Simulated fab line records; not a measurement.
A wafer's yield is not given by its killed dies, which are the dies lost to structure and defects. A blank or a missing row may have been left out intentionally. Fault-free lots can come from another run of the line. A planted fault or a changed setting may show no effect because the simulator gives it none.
Which of the tools did it? + flow sfq_line + 42 wafers from 14 lots sampled at 6 of the route's 325 steps

WHAT THE GAUGES READ, wafer by wafer
SFQ_M3_RS_MEAS_919: uses a four-point probe to measure. Usual: M3_NB_RS 0.894 ohm/sq, standard deviation 0.0078.
| lot  | measured     | on            | M3_NB_RS (ohm/sq) | flag |
|------|--------------|---------------|-------------------|------|
| L514 | day 31 14:48 | film_metro-03 | 0.892 0.889 0.895 |      |
| L515 | day 31 19:45 | film_metro-03 | 0.872 0.880 0.877 |      |
| L516 | day 32 02:10 | film_metro-04 | 0.891 0.893 0.893 |      |
| L519 | day 32 14:46 | film_metro-03 | 0.880 0.889 0.888 |      |
| L523 | day 36 01:31 | film_metro-01 | 0.448 0.448 0.447 | OFF  |
| L524 | day 36 07:02 | film_metro-01 | 0.889 0.893 0.891 |      |
| L525 | day 37 07:34 | film_metro-01 | 0.447 0.447 0.444 | OFF  |
| L527 | day 38 07:17 | film_metro-04 | 0.892 0.891 0.899 |      |
| L530 | day 40 10:38 | film_metro-04 | 0.902 0.897 0.913 |      |
| L531 | day 45 22:25 | film_metro-03 | 0.896 0.907 0.900 |      |
| L533 | day 46 11:34 | film_metro-01 | 0.878 0.887 0.895 |      |
| L535 | day 46 21:10 | film_metro-03 | 0.906 0.896 0.904 |      |
| L536 | day 47 04:29 | film_metro-01 | 0.907 0.899 0.903 |      |
| L537 | day 47 08:07 | film_metro-03 | 0.896 0.901 0.900 |      |

SFQ_I6_BOW_MEAS_941. Usual: I6_BOW 7 um, standard deviation 9.3.
| lot  | measured     | on            | I6_BOW (um) | flag |
|------|--------------|---------------|-------------|------|
| L514 | day 71 11:34 | film_metro-01 | 5 20 12     |      |
| L515 | day 71 13:13 | film_metro-04 | -1 -10 4    |      |
| L516 | day 71 17:11 | film_metro-04 | -7 15 -4    |      |
| L519 | day 72 20:47 | film_metro-03 | 13 12 3     |      |
| L523 | day 74 14:16 | film_metro-04 | -3 -11 -15  |      |
| L524 | day 74 16:07 | film_metro-04 | 9 4 8       |      |
| L525 | day 75 02:45 | film_metro-03 | 7 0 2       |      |
| L527 | day 75 18:28 | film_metro-01 | 10 20 15    |      |
| L530 | day 76 20:37 | film_metro-04 | 16 22 23    |      |
| L531 | day 77 19:28 | film_metro-01 | 16 17 23    |      |
| L533 | day 78 08:11 | film_metro-04 | -6 -9 0     |      |
| L535 | day 78 17:25 | film_metro-01 | -4 -2 2     |      |
| L536 | day 79 05:16 | film_metro-03 | 5 6 4       |      |
| L537 | day 79 12:29 | film_metro-04 | 7 4 2       |      |

WHAT TOOL EACH LOT RAN ON (gives the tool, then ch and the chambers of the sampled wafers, and finally the start)
| lot  | SFQ_TRILAYER_I1_DEP_PECVD_045   | SFQ_TRILAYER_M3_DEP_SPUTTER_073 | SFQ_TRILAYER_M3_ETCH_METAL_ETCH_078 | SFQ_TRILAYER_C5_ETCH_VIA_ETCH_154  |
|------|---------------------------------|---------------------------------|-------------------------------------|------------------------------------|
| L514 | pecvd-03 ch 0,1,2, day 23 18:56 | pvd_sputter-05, day 31 14:40    | rie_metal-04 ch 0,1, day 38 01:18   | rie_diel-04 ch 0,1,2, day 66 14:13 |
| L515 | pecvd-03 ch 0,1,2, day 24 02:55 | pvd_sputter-05, day 31 19:38    | rie_metal-02 ch 0,1, day 38 08:28   | rie_diel-01 ch 0,1,3, day 66 16:37 |
| L516 | pecvd-01 ch 0,1,2, day 24 07:43 | pvd_sputter-05, day 32 02:04    | rie_metal-04 ch 0,1, day 38 14:28   | rie_diel-01 ch 0,1,3, day 67 00:17 |
| L519 | pecvd-03 ch 0,1,2, day 24 14:55 | pvd_sputter-05, day 32 14:40    | rie_metal-03 ch 0,1, day 39 03:40   | rie_diel-04 ch 1,2,3, day 68 01:37 |
| L523 | pecvd-03 ch 0,1,2, day 27 01:12 | pvd_sputter-03, day 36 01:08    | rie_metal-03 ch 0,1, day 42 06:02   | rie_diel-03 ch 1,2, day 69 18:36   |
| L524 | pecvd-02 ch 0,2, day 28 16:24   | pvd_sputter-06, day 36 06:56    | rie_metal-04 ch 0,1, day 42 09:38   | rie_diel-01 ch 0,1,3, day 69 21:00 |
| L525 | pecvd-02 ch 0,2, day 29 18:28   | pvd_sputter-06, day 37 07:12    | rie_metal-03 ch 0, day 43 04:59     | rie_diel-03 ch 0,1, day 70 10:21   |
| L527 | pecvd-01 ch 0,1, day 30 15:52   | pvd_sputter-06, day 38 07:11    | rie_metal-03 ch 0,1, day 43 22:11   | rie_diel-01 ch 1,3, day 71 03:09   |
| L530 | pecvd-02 ch 0,1,2, day 32 02:40 | pvd_sputter-06, day 40 10:32    | rie_metal-04 ch 0,1, day 44 23:40   | rie_diel-04 ch 1,2,3, day 72 03:35 |
| L531 | pecvd-01 ch 0,1,2, day 32 09:52 | pvd_sputter-06, day 45 22:17    | rie_metal-04 ch 1, day 46 01:10     | rie_diel-03 ch 2,3, day 73 04:47   |
| L533 | pecvd-03 ch 0,1,2, day 33 04:45 | pvd_sputter-03, day 46 11:29    | rie_metal-04 ch 1, day 46 14:06     | rie_diel-04 ch 2,3, day 73 13:19   |
| L535 | pecvd-01 ch 0,1,2, day 33 11:58 | pvd_sputter-03, day 46 21:05    | rie_metal-02 ch 0,1, day 52 09:44   | rie_diel-04 ch 2,3, day 74 00:07   |
| L536 | pecvd-01 ch 0,1,2, day 33 19:09 | pvd_sputter-03, day 47 04:24    | rie_metal-03 ch 0,1, day 52 15:44   | rie_diel-04 ch 0,2,3, day 74 14:31 |
| L537 | pecvd-02 ch 1,2, day 33 22:45   | pvd_sputter-06, day 47 08:01    | rie_metal-02 ch 1, day 52 19:20     | rie_diel-04 ch 0,2, day 74 19:19   |
- SFQ_TRILAYER_I1_DEP_PECVD_045: deposits SiO2 from SiH4/N2O, time 111.11 s, target thk 500 nm.
- SFQ_TRILAYER_M3_DEP_SPUTTER_073: material Nb, target thk 200 nm, time 133.3 s.
- SFQ_TRILAYER_M3_ETCH_METAL_ETCH_078: etches Nb in Cl2/Ar, stops on SiO2, target depth 240 nm, time 120 s.
- SFQ_TRILAYER_C5_ETCH_VIA_ETCH_154: etches SiO2 in CHF3, stops on Nb, target depth 84 nm.

AS READ BY THE TOOLS THEMSELVES (means over the sampled wafers that have a number; for cases with no such wafer, the mark the record gives instead)
SFQ_TRILAYER_I1_DEP_PECVD_045. Usual: heater_power_w 78 W, standard deviation 13; throttle_valve_pct 24.9 %, standard deviation 1.6.
| lot  | tool     | heater_power_w (W) | throttle_valve_pct (%) | flag |
|------|----------|--------------------|------------------------|------|
| L514 | pecvd-03 | 75                 | 26.8                   |      |
| L515 | pecvd-03 | 76                 | 26.8                   |      |
| L516 | pecvd-01 | 91                 | 24.1                   |      |
| L519 | pecvd-03 | 75                 | 26.9                   |      |
| L523 | pecvd-03 | 71                 | 26.8                   |      |
| L524 | pecvd-02 | 71                 | 23.5                   |      |
| L525 | pecvd-02 | 77                 | 23.6                   |      |
| L527 | pecvd-01 | 84                 | 25.0                   |      |
| L530 | pecvd-02 | 64                 | 23.4                   |      |
| L531 | pecvd-01 | 84                 | 24.5                   |      |
| L533 | pecvd-03 | 81                 | 26.7                   |      |
| L535 | pecvd-01 | 89                 | 24.6                   |      |
| L536 | pecvd-01 | 85                 | 24.6                   |      |
| L537 | pecvd-02 | 66                 | 23.4                   |      |

SFQ_TRILAYER_M3_DEP_SPUTTER_073. Usual: resputter_cathode_voltage_v 400 V, standard deviation 3.7; throttle_valve_pct 30.1 %, standard deviation 0.96.
| lot  | tool           | resputter_cathode_voltage_v (V) | throttle_valve_pct (%) | flag |
|------|----------------|---------------------------------|------------------------|------|
| L514 | pvd_sputter-05 | 401                             | 30.6                   |      |
| L515 | pvd_sputter-05 | 398                             | 30.8                   |      |
| L516 | pvd_sputter-05 | 400                             | 30.5                   |      |
| L519 | pvd_sputter-05 | 404                             | 30.5                   |      |
| L523 | pvd_sputter-03 | 403                             | 29.1                   |      |
| L524 | pvd_sputter-06 | 398                             | 29.7                   |      |
| L525 | pvd_sputter-06 | 401                             | 29.8                   |      |
| L527 | pvd_sputter-06 | 397                             | 29.4                   |      |
| L530 | pvd_sputter-06 | 403                             | 29.6                   |      |
| L531 | pvd_sputter-06 | 405                             | 29.1                   |      |
| L533 | pvd_sputter-03 | 404                             | 30.2                   |      |
| L535 | pvd_sputter-03 | 400                             | 28.8                   |      |
| L536 | pvd_sputter-03 | 403                             | 30.0                   |      |
| L537 | pvd_sputter-06 | 400                             | 29.6                   |      |

SFQ_TRILAYER_M3_ETCH_METAL_ETCH_078. Usual: drypump_motor_current_A 5.8 A, standard deviation 0.4; oes_product_au 0.893 a.u., standard deviation 0.0061.
| lot  | tool         | drypump_motor_current_A (A) | oes_product_au (a.u.) | flag |
|------|--------------|-----------------------------|-----------------------|------|
| L514 | rie_metal-04 | 5.6                         | 0.891                 |      |
| L515 | rie_metal-02 | 5.7                         | 0.901                 |      |
| L516 | rie_metal-04 | 5.3                         | 0.894                 |      |
| L519 | rie_metal-03 | 6.1                         | 0.896                 |      |
| L523 | rie_metal-03 | 6.0                         | 1.009                 | OFF  |
| L524 | rie_metal-04 | 5.3                         | 0.898                 |      |
| L525 | rie_metal-03 | 6.1                         | 1.005                 | OFF  |
| L527 | rie_metal-03 | 6.0                         | 0.894                 |      |
| L530 | rie_metal-04 | 5.6                         | 0.888                 |      |
| L531 | rie_metal-04 | 5.8                         | 0.889                 |      |
| L533 | rie_metal-04 | 5.8                         | 0.895                 |      |
| L535 | rie_metal-02 | 5.7                         | 0.889                 |      |
| L536 | rie_metal-03 | 6.1                         | 0.891                 |      |
| L537 | rie_metal-02 | 5.4                         | 0.888                 |      |

SFQ_TRILAYER_C5_ETCH_VIA_ETCH_154. Usual: drypump_motor_current_A 5.7 A, standard deviation 0.39; oes_product_au 0.895 a.u., standard deviation 0.008.
| lot  | tool        | drypump_motor_current_A (A) | oes_product_au (a.u.) | flag |
|------|-------------|-----------------------------|-----------------------|------|
| L514 | rie_diel-04 | 5.3                         | 0.906                 |      |
| L515 | rie_diel-01 | 5.7                         | 0.897                 |      |
| L516 | rie_diel-01 | 5.7                         | 0.886                 |      |
| L519 | rie_diel-04 | 5.6                         | 0.898                 |      |
| L523 | rie_diel-03 | 5.9                         | 0.886                 |      |
| L524 | rie_diel-01 | 5.7                         | 0.894                 |      |
| L525 | rie_diel-03 | 5.4                         | 0.891                 |      |
| L527 | rie_diel-01 | 5.8                         | 0.887                 |      |
| L530 | rie_diel-04 | 5.6                         | 0.886                 |      |
| L531 | rie_diel-03 | 5.9                         | 0.893                 |      |
| L533 | rie_diel-04 | 5.2                         | 0.896                 |      |
| L535 | rie_diel-04 | 5.2                         | 0.892                 |      |
| L536 | rie_diel-04 | 5.2                         | 0.891                 |      |
| L537 | rie_diel-04 | 5.0                         | 0.903                 |      |

THE ANSWER, worked out from the rows above alone
Rule: a lot counts as off when the mean over its wafers that have a number is more than 3 standard deviations away from the usual mean. A lot without any number at a reading at which 4 lots or more have one is off too. Where the step has rows for the other lots, those lots are counted as sound. The gauges are gone through in route order, then the tools' own readings, and for those a lot's mean is taken as printed above. The first step at which some lot is off is used, and at that step the reading that is off furthest; a lot without a number counts as furthest.
Off: L523, L525, at SFQ_M3_RS_MEAS_919 (M3_NB_RS).
A tool fits if, at a process step before that reading, it ran every lot that is off, and no sound lot after the first of them. The gauges at SFQ_M3_RS_MEAS_919 aren't tried: what is off there is off at SFQ_TRILAYER_M3_ETCH_METAL_ETCH_078 too, on other tools, and a gauge's error can't cause that. Of those tried, none fits.

WHAT THE SIMULATOR HAD PUT IN
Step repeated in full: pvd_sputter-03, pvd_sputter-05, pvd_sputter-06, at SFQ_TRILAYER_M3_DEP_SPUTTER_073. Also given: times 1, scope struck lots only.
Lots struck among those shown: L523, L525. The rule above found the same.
